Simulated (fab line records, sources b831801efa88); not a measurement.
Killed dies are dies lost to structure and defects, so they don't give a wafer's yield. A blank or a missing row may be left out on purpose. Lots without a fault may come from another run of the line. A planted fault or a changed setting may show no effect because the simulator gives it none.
Which tool did it? | flow sfq_line | 14 lots, 41 wafers sampled, at 1 step of a route of 325

WHAT THE GAUGES READ, wafer by wafer
SFQ_L0_RS_MEAS_901: measures by four-point-probe. Usual: L0_MONX_KI_RS 43.5 ohm/sq, standard deviation 0.6.
lot  | measured    | on            | L0_MONX_KI_RS (ohm/sq) | flag
L128 | day 1 12:34 | film_metro-02 | 43.8 43.6 43.3         |
L129 | day 1 17:34 | film_metro-04 | 42.8 42.6 43.3         |
L130 | day 1 22:35 | film_metro-02 | 43.8 44.4 44.0         |
L131 | day 2 03:36 | film_metro-02 | 43.9 43.5 44.1         |
L132 | day 2 08:34 | film_metro-02 | 43.4 43.7 43.8         |
L133 | day 2 13:34 | film_metro-04 | 42.8 43.7 43.4         |
L134 | day 2 18:34 | film_metro-04 | 42.7 42.3 42.8         |
L135 | day 2 23:34 | film_metro-02 | 42.9 43.8 43.9         |
L136 | day 3 04:35 | film_metro-01 | 44.6 43.9 44.4         |
L137 | day 3 09:34 | film_metro-01 | 42.7 42.9 43.3         |
L146 | day 5 06:34 | film_metro-04 | 43.7 43.6 43.3         |
L148 | day 5 16:36 | film_metro-04 | 43.6 43.6              |
L149 | day 5 21:36 | film_metro-04 | 44.2 43.1 44.1         |
L150 | day 6 02:35 | film_metro-01 | 44.2 43.2 44.4         |

WHICH TOOL RAN EACH LOT (tool, then ch and the chambers of the sampled wafers, then the start)
The record holds no process step before these readings.

WHAT THE TOOLS THEMSELVES READ (means of the sampled wafers that have a number; where no wafer has one, the mark that the record gives instead)
The record holds no such reading with a usual standard deviation.

THE ANSWER, worked out from the rows above alone
Rule: a lot is off if the mean of its wafers that have a number lies more than 3 standard deviations from the usual mean. A lot without any number at a reading at which 4 lots or more have one is off too. The other lots that the step has rows for count as sound. The gauges are gone through in route order, then the tools' own readings, and for those a lot's mean is taken as printed above. The first step at which some lot is off is used, and at that step the reading that is off furthest; a lot without a number counts as furthest.
No lot is off at any reading shown: from this, nothing can be told.

WHAT THE SIMULATOR HAD PUT IN
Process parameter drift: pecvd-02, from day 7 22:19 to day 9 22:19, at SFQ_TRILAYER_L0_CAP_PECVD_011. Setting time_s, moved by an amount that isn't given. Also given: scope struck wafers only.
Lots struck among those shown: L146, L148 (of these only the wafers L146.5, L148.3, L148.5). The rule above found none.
